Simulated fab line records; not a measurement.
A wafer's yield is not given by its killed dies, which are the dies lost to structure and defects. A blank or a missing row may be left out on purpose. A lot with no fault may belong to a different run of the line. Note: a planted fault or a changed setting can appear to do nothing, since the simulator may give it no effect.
The same fault as seen by 2 desks + flow sky130 + only its own numbers are on each desk; what lay behind them is given at the end

== AT THE METROLOGY DESK ==
What the gauges read for every lot (on any tool): the sampled wafers with a number, averaged. Marked OUT: a lot whose mean sits more than 4 standard deviations from the usual mean, which makes it out of limits; the brackets give that distance.
Columns: A = cd nm at SKY_LI_CONTACT_CD_MEAS_12, usual 170.1 nm; B = LOCAL_INTERCONNECT_OVL at SKY_LOCAL_INTERCONNECT_OVL_MEAS_12, usual -1 nm
| lot  | first seen here | A     | B   |
|------|-----------------|-------|-----|
| L731 | day 29 09:47    | 170.9 | -15 |
| L733 | day 29 20:37    | 171.1 | 1   |
| L734 | day 30 02:40    | 169.7 | -4  |
| L735 | day 30 10:11    | 169.3 | 0   |
| L737 | day 31 04:39    | 170.4 | 3   |
| L738 | day 32 01:18    | 172.3 | -2  |
| L740 | day 32 04:17    | 168.8 | 4   |
| L741 | day 32 08:21    | 171.5 | 1   |
| L744 | day 33 16:26    | 169.8 | -1  |
| L745 | day 33 20:14    | 169.5 | -5  |
| L746 | day 34 00:47    | 170.2 | -5  |
| L747 | day 34 08:51    | 171.0 | 6   |
| L754 | day 36 09:57    | 168.6 | -5  |
This desk's verdict: no lot among the 13 shows anything out of limits.

== TOOL OWNER'S DESK, cmp-02 ==
The tool's own readings at SKY_LI_CONTACT_CMP_24 (polishes, stops on PSG, t overpolish 20 s, target thk 0 nm): means of the sampled wafers that have a number, for each lot that ran on this tool. Marked OUT: a lot whose mean sits more than 4 standard deviations from the usual mean, which makes it out of limits; the brackets give that distance.
Columns: A = motor current A at SKY_LI_CONTACT_CMP_24, usual 10.9 A; B = overpolish run s at SKY_LI_CONTACT_CMP_24, usual 20.000 s; C = platen rpm at SKY_LI_CONTACT_CMP_24, usual 60.00 rpm; D = time to endpoint s at SKY_LI_CONTACT_CMP_24, usual 97 s
| lot  | first seen here | A    | B                        | C     | D  |
|------|-----------------|------|--------------------------|-------|----|
| L731 | day 29 10:46    | 11.1 | 20.009                   | 60.05 | 97 |
| L733 | day 29 21:37    | 10.5 | 20.005                   | 59.96 | 91 |
| L734 | day 30 04:04    | 9.7  | 20.005                   | 59.96 | 96 |
| L738 | day 32 02:35    | 10.8 | 20.007                   | 59.97 | 94 |
| L740 | day 32 05:18    | 11.9 | 19.986                   | 59.98 | 94 |
| L746 | day 34 01:48    | 10.8 | 13.165 (-99 or more) OUT | 60.00 | 94 |
| L747 | day 34 09:52    | 11.1 | 13.153 (-99 or more) OUT | 59.99 | 95 |
This desk's verdict: out of limits on L746, L747, starting with L746 at day 34 01:48 (overpolish run s at SKY_LI_CONTACT_CMP_24). L731, L733, L734, L738, L740: within limits.

== ALL TOGETHER ==
An alarm could have come from the tool owner's desk at day 34 01:48, on L746, L747.
Metrology desk: nothing out of limits seen.
The metrology desk has L746, L747 on record, within its limits.
SKY_LI_CONTACT_CMP_24 was run on cmp-02 by each of the lots named.

== WHAT WAS PUT IN BY THE SIMULATOR ==
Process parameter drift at SKY_LI_CONTACT_CMP_24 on cmp-02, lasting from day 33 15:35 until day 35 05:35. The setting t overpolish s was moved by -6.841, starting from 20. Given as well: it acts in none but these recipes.
Struck lots among those shown: L746, L747.
Delay in hours, fault start to first out-of-limits reading, by desk: the tool owner's desk at 10.
